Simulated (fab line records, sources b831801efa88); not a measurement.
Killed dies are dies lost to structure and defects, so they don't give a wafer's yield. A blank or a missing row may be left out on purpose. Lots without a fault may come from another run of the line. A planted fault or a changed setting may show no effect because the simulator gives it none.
Which tool did it? | flow sky130 | 11 lots, 33 wafers sampled, at 3 steps of a route of 708

WHAT THE GAUGES READ, wafer by wafer
SKY_VT_ADJUST_LVTN_OVL_MEAS_07.
lot  | measured     | on         | VT_ADJUST_LVTN_OVL (nm)
L343 | day 6 22:18  | overlay-02 | 0.8 0.4 0.2
L345 | day 7 09:10  | overlay-01 | 0.5 -0.8 0.5
L348 | day 8 06:01  | overlay-02 | 1.2 0.9 -0.3
L351 | day 8 22:37  | overlay-01 | 1.1 0.3 1.3
L352 | day 9 07:55  | overlay-01 | 2.8 1.5 2.7
L353 | day 9 15:13  | overlay-01 | -2.0 -1.0 -1.2
L357 | day 10 17:51 | overlay-01 | -0.1 0.3 -0.6
L359 | day 11 06:31 | overlay-02 | -2.8 -3.1 -1.2
L364 | day 12 13:25 | overlay-01 | 0.5 0.6 0.8
L365 | day 12 22:10 | overlay-02 | -1.9 -1.6 -1.4
L366 | day 13 04:54 | overlay-02 | -1.1 -0.8 -0.6

SKY_LDD_LDN_TW_MEAS_13.
lot  | measured     | on            | LDD_LDN_TW
L343 | day 22 21:14 | film_metro-01 | 1485 1486 1486
L345 | day 23 11:53 | film_metro-01 | 1498 1511 1501
L348 | day 24 19:21 | film_metro-04 | 1489 1495 1500
L351 | day 25 18:08 | film_metro-01 | 1498 1497 1493
L352 | day 26 07:45 | film_metro-01 | 1501 1504 1498
L353 | day 26 18:29 | film_metro-01 | 1497 1494 1498
L357 | day 28 05:11 | film_metro-04 | 1496 1501 1506
L359 | day 28 15:49 | film_metro-04 | 1492 1501 1498
L364 | day 29 21:41 | film_metro-01 | 1493 1490 1488
L365 | day 30 10:44 | film_metro-01 | 1494 1500 1493
L366 | day 30 16:11 | film_metro-01 | 1498 1501 1496

WHICH TOOL RAN EACH LOT (tool, then ch and the chambers of the sampled wafers, then the start)
lot  | SKY_VT_ADJUST_LVTN_STRIP_20
L343 | plasma_asher-03 ch 0, day 7 19:00
L345 | plasma_asher-01 ch 0,1, day 8 06:05
L348 | plasma_asher-01 ch 0, day 9 02:39
L351 | plasma_asher-01 ch 0,1, day 9 20:50
L352 | plasma_asher-03 ch 1, day 10 06:06
L353 | plasma_asher-03 ch 0,1, day 10 14:00
L357 | plasma_asher-03 ch 0,1, day 11 17:14
L359 | plasma_asher-01 ch 0,1, day 12 06:40
L364 | plasma_asher-03 ch 0,1, day 13 14:15
L365 | plasma_asher-04 ch 0,1, day 13 23:38
L366 | plasma_asher-03 ch 0,1, day 14 06:15
- SKY_VT_ADJUST_LVTN_STRIP_20: strips in O2/N2.

WHAT THE TOOLS THEMSELVES READ (means of the sampled wafers that have a number; where no wafer has one, the mark that the record gives instead)
SKY_VT_ADJUST_LVTN_STRIP_20.
lot  | tool            | drypump_motor_current_A (A) | oes_product_au (a.u.) | strip_time_to_endpoint_s (s)
L343 | plasma_asher-03 | 5.94                        | 0.714                 | 14.21
L345 | plasma_asher-01 | 6.01                        | 0.717                 | 14.17
L348 | plasma_asher-01 | 5.85                        | 0.714                 | 14.25
L351 | plasma_asher-01 | 6.01                        | 0.713                 | 14.13
L352 | plasma_asher-03 | 6.16                        | 0.716                 | 14.12
L353 | plasma_asher-03 | 6.03                        | 0.717                 | 14.18
L357 | plasma_asher-03 | 6.08                        | 0.718                 | 14.23
L359 | plasma_asher-01 | 6.01                        | 0.716                 | 14.22
L364 | plasma_asher-03 | 6.03                        | 0.711                 | 14.16
L365 | plasma_asher-04 | 6.32                        | 0.714                 | 14.19
L366 | plasma_asher-03 | 6.09                        | 0.719                 | 14.25

THE ANSWER, worked out from the rows above alone
Rule: what is usual is taken from the lots themselves. Put in order of their means at a reading, lots are off if they are a third of the lots or fewer, leave a main group of 4 or more, and stand apart from it by a gap of 3 or more times the standard deviation of the main group's means; of several such gaps the widest counts. A main group whose means are all the same, to the digits that the tables above print for the reading, isn't used. A lot without any number at a reading at which 4 lots or more have one is off too. The other lots that the step has rows for count as sound. The gauges are gone through in route order, then the tools' own readings, and for those a lot's mean is taken as printed above. The first step at which some lot is off is used, and at that step the reading that is off furthest; a lot without a number counts as furthest.
No lot is off at any reading shown: from this, nothing can be told.

WHAT THE SIMULATOR HAD PUT IN
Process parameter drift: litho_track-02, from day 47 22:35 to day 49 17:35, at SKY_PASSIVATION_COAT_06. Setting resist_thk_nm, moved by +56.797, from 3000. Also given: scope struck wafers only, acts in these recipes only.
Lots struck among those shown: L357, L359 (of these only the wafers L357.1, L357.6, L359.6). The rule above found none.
